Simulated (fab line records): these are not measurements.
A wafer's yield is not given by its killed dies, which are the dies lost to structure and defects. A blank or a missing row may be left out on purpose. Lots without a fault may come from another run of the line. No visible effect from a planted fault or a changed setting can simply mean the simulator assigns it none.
Comparing a struck lot with a sound one ; flow gf180mcu ; 15 out of 602 route steps
Sound: the wafers L458.3, L458.4, L458.5. Struck: wafer L475.1 (L475.4, L475.6, from the same lot, were not struck and are left out); the cause is given at the end.
Per side, at each step with rows, come the tool, then ch with its chambers, and then its first start. Under that, the readings that differ: sound wafers ; struck wafers ; difference of the means ; sigmas: that difference in standard deviations of wafers without a fault.
alike: readings whose means differ by less than 2 such deviations, and words and numbers that are the same on both sides. not compared: withheld readings, readings that some wafer has no value for, bounds like >300 that may hide the same value, and numbers for which the record gives no deviation and whose values overlap.
A row with sigmas, a row that says differs or no value, or rows on one side alone: a step with any of these is where the two part. Numbers that have no deviation but don't overlap get no sigmas and don't part them. A reading that every wafer of one side lacks parts them only if that side has two wafers or more.

GF_M4_SPUTTER_04: material TiN, target thk 50 nm, time 41.7 s.
  sound on pvd sputter-03, day 23 18:25; struck on pvd sputter-03, day 28 12:38
  alike: throttle valve pct
GF_M4_RS_MEAS_05: measures by four-point-probe.
  sound on film metro-02, day 23 18:29; struck on film metro-02, day 28 12:41
  alike: M4_ALCU_RS
GF_M4_THK_MEAS_06: measures by xrf.
  sound on film metro-02, day 23 18:35; struck on film metro-02, day 28 12:48
  alike: M4_ALCU_THK
then, 7 steps without rows for these wafers: GF_M4_DEHYDRATE_07 (time 60 s); GF_M4_HMDS_08 (prime time 60 s); GF_M4_COAT_09 (resist thk 1000 nm); GF_M4_SOFTBAKE_10 (time 60 s); GF_M4_EXPOSE_11 (exposes mask Metal4, target cd 280 nm); GF_M4_PEB_12 (peb time 90 s); GF_M4_DEVELOP_13 (develop time 60 s).
GF_M4_CD_MEAS_14: the cd target is 280 nm.
  sound on cd sem-02, day 24 16:42; struck on cd sem-02, day 29 09:07
  alike: cd nm
GF_M4_OVL_MEAS_15:
  sound on overlay-01, day 24 16:47; struck on overlay-01, day 29 09:14
  alike: M4_OVL
GF_M4_METAL_ETCH_16: etches the open film in Cl2/BCl3, stops on SiO2, target depth 627.5 nm, time 104.6 s.
  sound on rie metal-02 ch 0,1, day 24 16:52; struck on rie metal-01 ch 0, day 29 09:16
reading;sound;struck;difference;sigmas
bias w (W);140.6 140.2 139.9;201.5;+61.3;+99 or more
rf hours counter h (h);- - -;2.0;no value on the sound wafers;
model.KrF_of_M4_COAT_09.thk nm (nm);730.3 726.7 723.2;707.9;-18.8;
  alike: drypump motor current A, oes product au, throttle valve pct
GF_M4_STRIP_17: strips in O2/N2.
  sound on plasma asher-01 ch 0,1, day 24 17:00; struck on plasma asher-03 ch 0, day 29 09:22
reading;sound;struck;difference;sigmas
rf hours counter h (h);- - -;60;no value on the sound wafers;
strip time to endpoint s (s);7.84 7.80 7.75;7.63;-0.17;-4
  alike: drypump motor current A, heater power w, n2 flow sccm, oes product au
then, 1 step without rows for these wafers: GF_M4_STRIP_18 (strips in post etch residue remover, time 1200 s).

WHERE THEY PART
First at GF_M4_METAL_ETCH_16; last, within this record, at GF_M4_STRIP_17.

WHY: the cause the simulator had injected
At GF_M4_METAL_ETCH_16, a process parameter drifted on rie metal-01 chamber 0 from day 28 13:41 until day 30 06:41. Setting bias w shifted by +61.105 from 140. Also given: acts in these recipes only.
